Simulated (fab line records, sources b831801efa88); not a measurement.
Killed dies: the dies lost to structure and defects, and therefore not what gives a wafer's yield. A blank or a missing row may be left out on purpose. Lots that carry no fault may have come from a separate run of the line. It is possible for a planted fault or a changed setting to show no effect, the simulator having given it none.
fab line records || flow sfq_line
[record] {"lots": 5, "wafers": 23}
route steps=325 shown I7@304 M8@313
start_h: hours from the record's opening day to when the first of the lot's shown wafers began || wait_h: hours since the lot's step before || " identical to the entry in the row above || L1.1+2: a row that stands for several wafers || - no value present, or no start provided || * or withheld: withheld || < > ~ a bound
route shown NAME@n: NAME is a module with steps in the file, n the number in the route of the first one || usual: mean/standard deviation of fault-free wafers || same: alike in all rows || chamber/n: place in a boat || sites: each site's reading || _std_site: standard deviation of those values || _edge_site: mean of outer sites minus mean of inner sites || radius_mm: for every site, how far away it sits from the centre of the wafer || mask NAME#n: copy n || behind: the tool/chamber that last shaped the wafer || hold: reason for holding the lot/hours on hold/outcome of the hold || device: the transistor (n, p or np) that didn't switch || end of line: tests run on the same wafers once the route is complete || a step without rows: its recipe alone || killed: dies lost to structure and defects at the first sort, not the wafer's yield || map: shows each die of a wafer: x if killed, . if not, _ if none is there
set.NAME: the setting the step ran with; set.NAME@STEP: the setting that earlier step ran with || model.NAME: the simulator's own value behind a step, which no gauge read
lots run with intentionally changed settings; tables by step, rows by wafer
[[steps]]
[step SFQ_TRILAYER_I7_VIA_LITHO_PEB_190]
[recipe] {"peb_temp_c": 115, "peb_time_s": 60, "resist": "KrF"}
{"lot.wafer": "L076.1+3", "tool": "litho_track-04", "chamber": 0, "start_h": 1660.52, "wait_h": 1.0, "set.peb_temp_c": 118.6}
{"lot.wafer": "L076.2+5+6", "tool": "litho_track-04", "chamber": 0, "start_h": 1660.52, "wait_h": 1.0, "set.peb_temp_c": 115}
{"lot.wafer": "L077.1+3+4+5+6", "tool": "litho_track-03", "chamber": 0, "start_h": 1665.32, "wait_h": 1.0, "set.peb_temp_c": 115}
{"lot.wafer": "L079.1+3+5", "tool": "litho_track-01", "chamber": 0, "start_h": 1674.47, "wait_h": 1.0, "set.peb_temp_c": 115}
{"lot.wafer": "L079.4+6", "tool": "litho_track-01", "chamber": 0, "start_h": 1674.47, "wait_h": 1.0, "set.peb_temp_c": 111.8}
{"lot.wafer": "L081.1+3+4", "tool": "litho_track-04", "chamber": 0, "start_h": 1698.37, "wait_h": 1.0, "set.peb_temp_c": 115}
{"lot.wafer": "L083.1+2+3+4+6", "tool": "litho_track-01", "chamber": 0, "start_h": 1709.17, "wait_h": 1.0, "set.peb_temp_c": 115}
[step SFQ_TRILAYER_I7_VIA_LITHO_DEVELOP_189]
[recipe] {"time_s": 60, "resist": "KrF"}
[step SFQ_TRILAYER_I7_VIA_BARC_OPEN_VIA_ETCH_260]
[recipe] {"mask_material": "PR", "chemistry": "O2", "target_depth_nm": 125, "target": "BARC", "source_w": 500, "bias_w": 80, "pressure_mtorr": 30, "time_s": 41.7}
{"lot.wafer": "L076.1", "tool": "rie_diel-04", "chamber": 1, "start_h": 1660.86, "wait_h": 0.0, "set.source_w@TRILAYER_I6_VIA_ETCH_VIA_ETCH_172": 549, "set.peb_temp_c@TRILAYER_I7_VIA_LITHO_PEB_190": 118.6, "model.I7.cd_nm": 1059, "model.etch.depth_nm": "-"}
{"lot.wafer": "L076.2", "tool": "rie_diel-04", "chamber": 3, "start_h": 1660.86, "wait_h": 0.0, "set.source_w@TRILAYER_I6_VIA_ETCH_VIA_ETCH_172": 549, "set.peb_temp_c@TRILAYER_I7_VIA_LITHO_PEB_190": 115, "model.I7.cd_nm": 1000, "model.etch.depth_nm": "-"}
{"lot.wafer": "L076.3", "tool": "rie_diel-04", "chamber": 2, "start_h": 1660.86, "wait_h": 0.0, "set.source_w@TRILAYER_I6_VIA_ETCH_VIA_ETCH_172": 500, "set.peb_temp_c@TRILAYER_I7_VIA_LITHO_PEB_190": 118.6, "model.I7.cd_nm": 1059, "model.etch.depth_nm": 64.33}
{"lot.wafer": "L076.5", "tool": "rie_diel-04", "chamber": 0, "start_h": 1660.86, "wait_h": 0.0, "set.source_w@TRILAYER_I6_VIA_ETCH_VIA_ETCH_172": 549, "set.peb_temp_c@TRILAYER_I7_VIA_LITHO_PEB_190": 115, "model.I7.cd_nm": 1001, "model.etch.depth_nm": 64.19}
{"lot.wafer": "L076.6", "tool": "rie_diel-04", "chamber": 1, "start_h": 1660.86, "wait_h": 0.0, "set.source_w@TRILAYER_I6_VIA_ETCH_VIA_ETCH_172": 500, "set.peb_temp_c@TRILAYER_I7_VIA_LITHO_PEB_190": 115, "model.I7.cd_nm": 1000, "model.etch.depth_nm": 62.04}
{"lot.wafer": "L077.1", "tool": "rie_diel-01", "chamber": 0, "start_h": 1665.66, "wait_h": 0.0, "set.source_w@TRILAYER_I6_VIA_ETCH_VIA_ETCH_172": 500, "set.peb_temp_c@TRILAYER_I7_VIA_LITHO_PEB_190": 115, "model.I7.cd_nm": 1003, "model.etch.depth_nm": "-"}
{"lot.wafer": "L077.3", "tool": "rie_diel-01", "chamber": 1, "start_h": 1665.66, "wait_h": 0.0, "set.source_w@TRILAYER_I6_VIA_ETCH_VIA_ETCH_172": 453.7, "set.peb_temp_c@TRILAYER_I7_VIA_LITHO_PEB_190": 115, "model.I7.cd_nm": 1003, "model.etch.depth_nm": "-"}
{"lot.wafer": "L077.4", "tool": "rie_diel-01", "chamber": 3, "start_h": 1665.66, "wait_h": 0.0, "set.source_w@TRILAYER_I6_VIA_ETCH_VIA_ETCH_172": 453.7, "set.peb_temp_c@TRILAYER_I7_VIA_LITHO_PEB_190": 115, "model.I7.cd_nm": 1000, "model.etch.depth_nm": 59.78}
{"lot.wafer": "L077.5", "tool": "rie_diel-01", "chamber": 0, "start_h": 1665.66, "wait_h": 0.0, "set.source_w@TRILAYER_I6_VIA_ETCH_VIA_ETCH_172": 453.7, "set.peb_temp_c@TRILAYER_I7_VIA_LITHO_PEB_190": 115, "model.I7.cd_nm": 1002, "model.etch.depth_nm": 59.73}
{"lot.wafer": "L077.6", "tool": "rie_diel-01", "chamber": 1, "start_h": 1665.66, "wait_h": 0.0, "set.source_w@TRILAYER_I6_VIA_ETCH_VIA_ETCH_172": 500, "set.peb_temp_c@TRILAYER_I7_VIA_LITHO_PEB_190": 115, "model.I7.cd_nm": 1002, "model.etch.depth_nm": "-"}
{"lot.wafer": "L079.1", "tool": "rie_diel-03", "chamber": 0, "start_h": 1674.81, "wait_h": 0.0, "set.source_w@TRILAYER_I6_VIA_ETCH_VIA_ETCH_172": 500, "set.peb_temp_c@TRILAYER_I7_VIA_LITHO_PEB_190": 115, "model.I7.cd_nm": 1000, "model.etch.depth_nm": 61.77}
{"lot.wafer": "L079.3", "tool": "rie_diel-03", "chamber": 1, "start_h": 1674.81, "wait_h": 0.0, "set.source_w@TRILAYER_I6_VIA_ETCH_VIA_ETCH_172": 500, "set.peb_temp_c@TRILAYER_I7_VIA_LITHO_PEB_190": 115, "model.I7.cd_nm": 1000, "model.etch.depth_nm": 61.61}
{"lot.wafer": "L079.4", "tool": "rie_diel-03", "chamber": 2, "start_h": 1674.81, "wait_h": 0.0, "set.source_w@TRILAYER_I6_VIA_ETCH_VIA_ETCH_172": 520.7, "set.peb_temp_c@TRILAYER_I7_VIA_LITHO_PEB_190": 111.8, "model.I7.cd_nm": 934.8, "model.etch.depth_nm": "-"}
{"lot.wafer": "L079.5", "tool": "rie_diel-03", "chamber": 1, "start_h": 1674.81, "wait_h": 0.0, "set.source_w@TRILAYER_I6_VIA_ETCH_VIA_ETCH_172": 520.7, "set.peb_temp_c@TRILAYER_I7_VIA_LITHO_PEB_190": 115, "model.I7.cd_nm": 1001, "model.etch.depth_nm": "-"}
{"lot.wafer": "L079.6", "tool": "rie_diel-03", "chamber": 0, "start_h": 1674.81, "wait_h": 0.0, "set.source_w@TRILAYER_I6_VIA_ETCH_VIA_ETCH_172": 500, "set.peb_temp_c@TRILAYER_I7_VIA_LITHO_PEB_190": 111.8, "model.I7.cd_nm": 934.1, "model.etch.depth_nm": "-"}
{"lot.wafer": "L081.1", "tool": "rie_diel-01", "chamber": 1, "start_h": 1698.71, "wait_h": 0.0, "set.source_w@TRILAYER_I6_VIA_ETCH_VIA_ETCH_172": 500, "set.peb_temp_c@TRILAYER_I7_VIA_LITHO_PEB_190": 115, "model.I7.cd_nm": 1004, "model.etch.depth_nm": 61.89}
{"lot.wafer": "L081.3", "tool": "rie_diel-01", "chamber": 0, "start_h": 1698.71, "wait_h": 0.0, "set.source_w@TRILAYER_I6_VIA_ETCH_VIA_ETCH_172": 500, "set.peb_temp_c@TRILAYER_I7_VIA_LITHO_PEB_190": 115, "model.I7.cd_nm": 1004, "model.etch.depth_nm": 61.82}
{"lot.wafer": "L081.4", "tool": "rie_diel-01", "chamber": 2, "start_h": 1698.71, "wait_h": 0.0, "set.source_w@TRILAYER_I6_VIA_ETCH_VIA_ETCH_172": 500, "set.peb_temp_c@TRILAYER_I7_VIA_LITHO_PEB_190": 115, "model.I7.cd_nm": 1004, "model.etch.depth_nm": 61.72}
{"lot.wafer": "L083.1", "tool": "rie_diel-01", "chamber": 1, "start_h": 1709.51, "wait_h": 0.0, "set.source_w@TRILAYER_I6_VIA_ETCH_VIA_ETCH_172": 500, "set.peb_temp_c@TRILAYER_I7_VIA_LITHO_PEB_190": 115, "model.I7.cd_nm": 1000, "model.etch.depth_nm": "-"}
{"lot.wafer": "L083.2", "tool": "rie_diel-01", "chamber": 2, "start_h": 1709.51, "wait_h": 0.0, "set.source_w@TRILAYER_I6_VIA_ETCH_VIA_ETCH_172": 500, "set.peb_temp_c@TRILAYER_I7_VIA_LITHO_PEB_190": 115, "model.I7.cd_nm": 1001, "model.etch.depth_nm": "-"}
{"lot.wafer": "L083.3", "tool": "rie_diel-01", "chamber": 0, "start_h": 1709.51, "wait_h": 0.0, "set.source_w@TRILAYER_I6_VIA_ETCH_VIA_ETCH_172": 500, "set.peb_temp_c@TRILAYER_I7_VIA_LITHO_PEB_190": 115, "model.I7.cd_nm": 1002, "model.etch.depth_nm": "-"}
{"lot.wafer": "L083.4", "tool": "rie_diel-01", "chamber": 3, "start_h": 1709.51, "wait_h": 0.0, "set.source_w@TRILAYER_I6_VIA_ETCH_VIA_ETCH_172": 500, "set.peb_temp_c@TRILAYER_I7_VIA_LITHO_PEB_190": 115, "model.I7.cd_nm": 999.9, "model.etch.depth_nm": "-"}
{"lot.wafer": "L083.6", "tool": "rie_diel-01", "chamber": 3, "start_h": 1709.51, "wait_h": 0.0, "set.source_w@TRILAYER_I6_VIA_ETCH_VIA_ETCH_172": 500, "set.peb_temp_c@TRILAYER_I7_VIA_LITHO_PEB_190": 115, "model.I7.cd_nm": 998.9, "model.etch.depth_nm": "-"}
[step SFQ_TRILAYER_M8_LITHO_COAT_193]
[recipe] {"resist": "KrF", "spin_rpm": 3000, "resist_thk_nm": 600}
{"lot.wafer": "L076.1", "tool": "litho_track-02", "chamber": 0, "start_h": "-", "wait_h": "-", "set.resist_thk_nm": 600, "model.KrF_of_TRILAYER_M8_LITHO_COAT_193.thk_nm": 595.8}
{"lot.wafer": "L076.2", "tool": "litho_track-02", "chamber": 0, "start_h": "-", "wait_h": "-", "set.resist_thk_nm": 574.6, "model.KrF_of_TRILAYER_M8_LITHO_COAT_193.thk_nm": 571.9}
{"lot.wafer": "L076.3", "tool": "litho_track-02", "chamber": 0, "start_h": "-", "wait_h": "-", "set.resist_thk_nm": 574.6, "model.KrF_of_TRILAYER_M8_LITHO_COAT_193.thk_nm": 570.9}
{"lot.wafer": "L076.5", "tool": "litho_track-02", "chamber": 0, "start_h": "-", "wait_h": "-", "set.resist_thk_nm": 600, "model.KrF_of_TRILAYER_M8_LITHO_COAT_193.thk_nm": 597.4}
{"lot.wafer": "L076.6", "tool": "litho_track-02", "chamber": 0, "start_h": "-", "wait_h": "-", "set.resist_thk_nm": 600, "model.KrF_of_TRILAYER_M8_LITHO_COAT_193.thk_nm": 594.8}
{"lot.wafer": "L077.1", "tool": "litho_track-02", "chamber": 0, "start_h": "-", "wait_h": "-", "set.resist_thk_nm": 600, "model.KrF_of_TRILAYER_M8_LITHO_COAT_193.thk_nm": 596.4}
{"lot.wafer": "L077.3", "tool": "litho_track-02", "chamber": 0, "start_h": "-", "wait_h": "-", "set.resist_thk_nm": 600, "model.KrF_of_TRILAYER_M8_LITHO_COAT_193.thk_nm": 596.6}
{"lot.wafer": "L077.4", "tool": "litho_track-02", "chamber": 0, "start_h": "-", "wait_h": "-", "set.resist_thk_nm": 600, "model.KrF_of_TRILAYER_M8_LITHO_COAT_193.thk_nm": 597.4}
{"lot.wafer": "L077.5", "tool": "litho_track-02", "chamber": 0, "start_h": "-", "wait_h": "-", "set.resist_thk_nm": 600, "model.KrF_of_TRILAYER_M8_LITHO_COAT_193.thk_nm": 597.3}
{"lot.wafer": "L077.6", "tool": "litho_track-02", "chamber": 0, "start_h": "-", "wait_h": "-", "set.resist_thk_nm": 600, "model.KrF_of_TRILAYER_M8_LITHO_COAT_193.thk_nm": 596.9}
{"lot.wafer": "L079.1", "tool": "litho_track-02", "chamber": 0, "start_h": "-", "wait_h": "-", "set.resist_thk_nm": 624.8, "model.KrF_of_TRILAYER_M8_LITHO_COAT_193.thk_nm": 624.9}
{"lot.wafer": "L079.3", "tool": "litho_track-02", "chamber": 0, "start_h": "-", "wait_h": "-", "set.resist_thk_nm": 600, "model.KrF_of_TRILAYER_M8_LITHO_COAT_193.thk_nm": 600.3}
{"lot.wafer": "L079.4", "tool": "litho_track-02", "chamber": 0, "start_h": "-", "wait_h": "-", "set.resist_thk_nm": 624.8, "model.KrF_of_TRILAYER_M8_LITHO_COAT_193.thk_nm": 623.6}
{"lot.wafer": "L079.5", "tool": "litho_track-02", "chamber": 0, "start_h": "-", "wait_h": "-", "set.resist_thk_nm": 624.8, "model.KrF_of_TRILAYER_M8_LITHO_COAT_193.thk_nm": 623.9}
{"lot.wafer": "L079.6", "tool": "litho_track-02", "chamber": 0, "start_h": "-", "wait_h": "-", "set.resist_thk_nm": 600, "model.KrF_of_TRILAYER_M8_LITHO_COAT_193.thk_nm": 599}
{"lot.wafer": "L081.1", "tool": "litho_track-03", "chamber": 0, "start_h": "-", "wait_h": "-", "set.resist_thk_nm": 600, "model.KrF_of_TRILAYER_M8_LITHO_COAT_193.thk_nm": 601.3}
{"lot.wafer": "L081.3", "tool": "litho_track-03", "chamber": 0, "start_h": "-", "wait_h": "-", "set.resist_thk_nm": 600, "model.KrF_of_TRILAYER_M8_LITHO_COAT_193.thk_nm": 599.8}
{"lot.wafer": "L081.4", "tool": "litho_track-03", "chamber": 0, "start_h": "-", "wait_h": "-", "set.resist_thk_nm": 600, "model.KrF_of_TRILAYER_M8_LITHO_COAT_193.thk_nm": 600.4}
{"lot.wafer": "L083.1", "tool": "litho_track-03", "chamber": 0, "start_h": "-", "wait_h": "-", "set.resist_thk_nm": 589.2, "model.KrF_of_TRILAYER_M8_LITHO_COAT_193.thk_nm": 590.8}
{"lot.wafer": "L083.2", "tool": "litho_track-03", "chamber": 0, "start_h": "-", "wait_h": "-", "set.resist_thk_nm": 600, "model.KrF_of_TRILAYER_M8_LITHO_COAT_193.thk_nm": 600.4}
{"lot.wafer": "L083.3", "tool": "litho_track-03", "chamber": 0, "start_h": "-", "wait_h": "-", "set.resist_thk_nm": 589.2, "model.KrF_of_TRILAYER_M8_LITHO_COAT_193.thk_nm": 586.2}
{"lot.wafer": "L083.4", "tool": "litho_track-03", "chamber": 0, "start_h": "-", "wait_h": "-", "set.resist_thk_nm": 600, "model.KrF_of_TRILAYER_M8_LITHO_COAT_193.thk_nm": 598.2}
{"lot.wafer": "L083.6", "tool": "litho_track-03", "chamber": 0, "start_h": "-", "wait_h": "-", "set.resist_thk_nm": 589.2, "model.KrF_of_TRILAYER_M8_LITHO_COAT_193.thk_nm": 587.8}
[[key]]
[split] {"step": "SFQ_TRILAYER_I7_VIA_LITHO_PEB_190", "setting": "peb_temp_c", "stated": 115, "by": "wafer"}
[response] {"step": "SFQ_TRILAYER_I7_VIA_BARC_OPEN_VIA_ETCH_260", "reading": "model.I7.cd_nm", "change": "+20.9", "per": "1%", "r": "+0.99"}
[response] {"step": "SFQ_TRILAYER_I7_VIA_BARC_OPEN_VIA_ETCH_260", "reading": "model.etch.depth_nm", "slope": "+0.732", "per": "1%", "together_with": "source_w@TRILAYER_I6_VIA_ETCH_VIA_ETCH_172", "explained": 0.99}
[split] {"step": "SFQ_TRILAYER_M8_LITHO_COAT_193", "setting": "resist_thk_nm", "stated": 600, "by": "wafer"}
[response] {"step": "SFQ_TRILAYER_M8_LITHO_COAT_193", "reading": "model.KrF_of_TRILAYER_M8_LITHO_COAT_193.thk_nm", "change": "+5.89", "per": "1%", "r": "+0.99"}
split outside_this_file step=SFQ_TRILAYER_I6_VIA_ETCH_VIA_ETCH_172 setting=source_w
// split outside_this_file: this setting was split too, and the file shows its column; the key of that split is in another file
